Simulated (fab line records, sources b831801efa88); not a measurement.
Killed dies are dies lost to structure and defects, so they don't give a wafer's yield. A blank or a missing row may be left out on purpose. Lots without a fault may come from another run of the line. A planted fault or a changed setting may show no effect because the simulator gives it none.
Which tool did it? | flow gf180mcu | 13 lots, 39 wafers sampled, at 6 steps of a route of 602

WHAT THE GAUGES READ, wafer by wafer
GF_STI_THK_MEAS_02. Usual: STI_OXIDATION_THK 10.00 nm, standard deviation 0.18.
lot  | measured    | on            | STI_OXIDATION_THK (nm) | flag
L268 | day 1 12:09 | film_metro-01 | 9.94 9.90 10.02        |
L270 | day 1 21:32 | film_metro-04 | 10.02 10.10 10.18      |
L271 | day 2 03:20 | film_metro-04 | 10.15 10.10 10.07      |
L272 | day 2 07:31 | film_metro-03 | 10.06 9.98 9.86        |
L273 | day 2 12:40 | film_metro-01 | 10.03 9.73 9.93        |
L274 | day 2 18:50 | film_metro-03 | 9.98 9.82 9.64         |
L275 | day 2 22:32 | film_metro-01 | 10.00 9.92 9.93        |
L276 | day 3 06:26 | film_metro-04 | 9.92 10.01 9.97        |
L279 | day 3 19:37 | film_metro-01 | 9.91 9.91 9.74         |
L282 | day 4 10:55 | film_metro-03 | 9.95 9.74 9.91         |
L284 | day 4 19:31 | film_metro-01 | 10.18 10.16 10.11      |
L286 | day 5 05:31 | film_metro-04 | 10.22 10.31 10.23      |
L287 | day 5 10:44 | film_metro-04 | 9.94 9.99 10.01        |

GF_STI_THK_MEAS_24. Usual: STI_CVD_23_THK 648 nm, standard deviation 5.2.
lot  | measured    | on            | STI_CVD_23_THK (nm) | flag
L268 | day 2 05:11 | film_metro-03 | 648 640 650         |
L270 | day 2 14:41 | film_metro-04 | 642 647 652         |
L271 | day 2 20:07 | film_metro-04 | 647 647 648         |
L272 | day 3 01:05 | film_metro-04 | 644 647 650         |
L273 | day 3 08:57 | film_metro-04 | 647 649 642         |
L274 | day 3 14:22 | film_metro-03 | 646 642 637         |
L275 | day 3 16:59 | film_metro-03 | 639 639 645         |
L276 | day 3 23:09 | film_metro-03 | 650 634 650         |
L279 | day 4 13:37 | film_metro-04 | 651 656 647         |
L282 | day 5 04:58 | film_metro-01 | 642 650 646         |
L284 | day 5 13:22 | film_metro-01 | 641 585 640         | OFF
L286 | day 5 23:41 | film_metro-03 | 594 584 646         | OFF
L287 | day 6 05:58 | film_metro-04 | 645 655 654         |

GF_STI_THK_MEAS_30. Usual: STI_OXIDATION_02_THK 9.98 nm, standard deviation 0.19.
lot  | measured    | on            | STI_OXIDATION_02_THK (nm) | flag
L268 | day 2 07:35 | film_metro-04 | 9.94 9.81 9.97            |
L270 | day 2 17:08 | film_metro-01 | 10.12 9.96 10.12          |
L271 | day 2 23:49 | film_metro-04 | 10.16 10.25 10.38         |
L272 | day 3 05:03 | film_metro-04 | 9.68 9.82 9.76            |
L273 | day 3 14:09 | film_metro-03 | 10.12 9.83 9.71           |
L274 | day 3 18:13 | film_metro-04 | 9.84 9.80 9.89            |
L275 | day 3 20:02 | film_metro-04 | 9.77 9.78 9.76            |
L276 | day 4 03:57 | film_metro-01 | 9.86 9.86 9.82            |
L279 | day 4 16:22 | film_metro-01 | 10.44 10.39 10.36         |
L282 | day 5 07:40 | film_metro-04 | 10.19 10.17 9.98          |
L284 | day 5 15:43 | film_metro-03 | 9.80 10.11 9.85           |
L286 | day 6 02:23 | film_metro-01 | 9.97 10.08 9.90           |
L287 | day 6 08:32 | film_metro-04 | 9.84 9.83 9.93            |

GF_HV_LDD_TW_MEAS_23. Usual: HV_LDD_2_TW 1052, standard deviation 21.
lot  | measured     | on            | HV_LDD_2_TW    | flag
L268 | day 10 15:39 | film_metro-02 | 1081 1077 1075 |
L270 | day 11 05:50 | film_metro-01 | 1045 1041 1035 |
L271 | day 11 17:47 | film_metro-02 | 1071 1065 1064 |
L272 | day 12 03:36 | film_metro-02 | 1070 1076 1072 |
L273 | day 12 14:28 | film_metro-01 | 1043 1042 1041 |
L274 | day 12 20:40 | film_metro-01 | 1047 1045 1042 |
L275 | day 13 02:05 | film_metro-03 | 1028 1030 1030 |
L276 | day 13 15:58 | film_metro-02 | 1076 1073 1075 |
L279 | day 14 06:16 | film_metro-03 | 1032 1036 1032 |
L282 | day 15 07:32 | film_metro-03 | 1028 1031 1029 |
L284 | day 15 19:26 | film_metro-02 | 1082 1074 1073 |
L286 | day 16 08:47 | film_metro-02 | 1077 1077 1076 |
L287 | day 16 18:44 | film_metro-03 | 1033 1032 1036 |

WHICH TOOL RAN EACH LOT (tool, then ch and the chambers of the sampled wafers, then the start)
lot  | GF_STI_CVD_23                   | GF_STI_CMP_25
L268 | hdpcvd-02 ch 0,1, day 2 05:07   | cmp-01 ch 1,2,3, day 2 05:21
L270 | hdpcvd-02 ch 0,2, day 2 14:35   | cmp-02 ch 1,2, day 2 14:43
L271 | hdpcvd-01 ch 1,2, day 2 20:02   | cmp-01 ch 0,1,2, day 2 20:16
L272 | hdpcvd-01 ch 1,2, day 3 01:01   | cmp-02 ch 1,3, day 3 01:11
L273 | hdpcvd-01 ch 0,1, day 3 08:52   | cmp-02 ch 0,1,3, day 3 09:00
L274 | hdpcvd-02 ch 0,1,2, day 3 14:18 | cmp-02 ch 0,2,3, day 3 14:48
L275 | hdpcvd-02 ch 1,2, day 3 16:53   | cmp-02 ch 0,1, day 3 17:02
L276 | hdpcvd-01 ch 0,2, day 3 23:04   | cmp-02 ch 0,2,3, day 4 01:39
L279 | hdpcvd-01 ch 0,1,2, day 4 13:33 | cmp-02 ch 0,2,3, day 4 14:04
L282 | hdpcvd-02 ch 0,2, day 5 04:53   | cmp-02 ch 1,2, day 5 05:02
L284 | hdpcvd-02 ch 1,2, day 5 13:17   | cmp-02 ch 0,1,2, day 5 13:31
L286 | hdpcvd-02 ch 1,2, day 5 23:37   | cmp-02 ch 0,2,3, day 6 00:06
L287 | hdpcvd-01 ch 0,2, day 6 05:53   | cmp-01 ch 0,1, day 6 06:15
- GF_STI_CVD_23: deposits SiO2, target thk 650 nm, time 108.3 s.
- GF_STI_CMP_25: polishes, stops on Si3N4, t overpolish 31.66 s, target thk 524.6 nm.

WHAT THE TOOLS THEMSELVES READ (means of the sampled wafers that have a number; where no wafer has one, the mark that the record gives instead)
GF_STI_CMP_25. Usual: motor_current_A 12.7 A, standard deviation 0.7; retaining_ring_pressure_frac 1.001, standard deviation 0.0049; time_to_endpoint_s 123.1 s, standard deviation 2.9.
lot  | tool   | motor_current_A (A) | retaining_ring_pressure_frac | time_to_endpoint_s (s) | flag
L268 | cmp-01 | 11.6                | 0.998                        | 121.0                  |
L270 | cmp-02 | 13.4                | 1.006                        | 124.8                  |
L271 | cmp-01 | 12.5                | 0.999                        | 121.9                  |
L272 | cmp-02 | 12.4                | 0.998                        | 120.9                  |
L273 | cmp-02 | 12.8                | 0.998                        | 121.5                  |
L274 | cmp-02 | 12.5                | 1.001                        | 123.8                  |
L275 | cmp-02 | 13.0                | 0.998                        | 123.0                  |
L276 | cmp-02 | 12.6                | 1.004                        | 118.9                  |
L279 | cmp-02 | 13.0                | 0.999                        | 122.3                  |
L282 | cmp-02 | 13.1                | 1.001                        | 123.3                  |
L284 | cmp-02 | 12.9                | 0.996                        | 118.8                  |
L286 | cmp-02 | 12.6                | 1.001                        | 116.8                  |
L287 | cmp-01 | 12.4                | 1.001                        | 124.5                  |

THE ANSWER, worked out from the rows above alone
Rule: a lot is off if the mean of its wafers that have a number lies more than 3 standard deviations from the usual mean. A lot without any number at a reading at which 4 lots or more have one is off too. The other lots that the step has rows for count as sound. The gauges are gone through in route order, then the tools' own readings, and for those a lot's mean is taken as printed above. The first step at which some lot is off is used, and at that step the reading that is off furthest; a lot without a number counts as furthest.
Off: L284, L286, at GF_STI_THK_MEAS_24 (STI_CVD_23_THK).
A tool fits if, at a process step before that reading, it ran every lot that is off, and no sound lot after the first of them. The gauges at GF_STI_THK_MEAS_24 are tried like those tools. One fits: hdpcvd-02 at GF_STI_CVD_23. Its last sound lot is L282 (day 5 04:53), its first lot that is off L284 (day 5 13:17): a fault that began between those two fits.

WHAT THE SIMULATOR HAD PUT IN
Process parameter drift: hdpcvd-02, from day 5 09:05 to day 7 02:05, at GF_STI_CVD_23. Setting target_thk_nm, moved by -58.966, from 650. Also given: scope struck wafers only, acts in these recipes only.
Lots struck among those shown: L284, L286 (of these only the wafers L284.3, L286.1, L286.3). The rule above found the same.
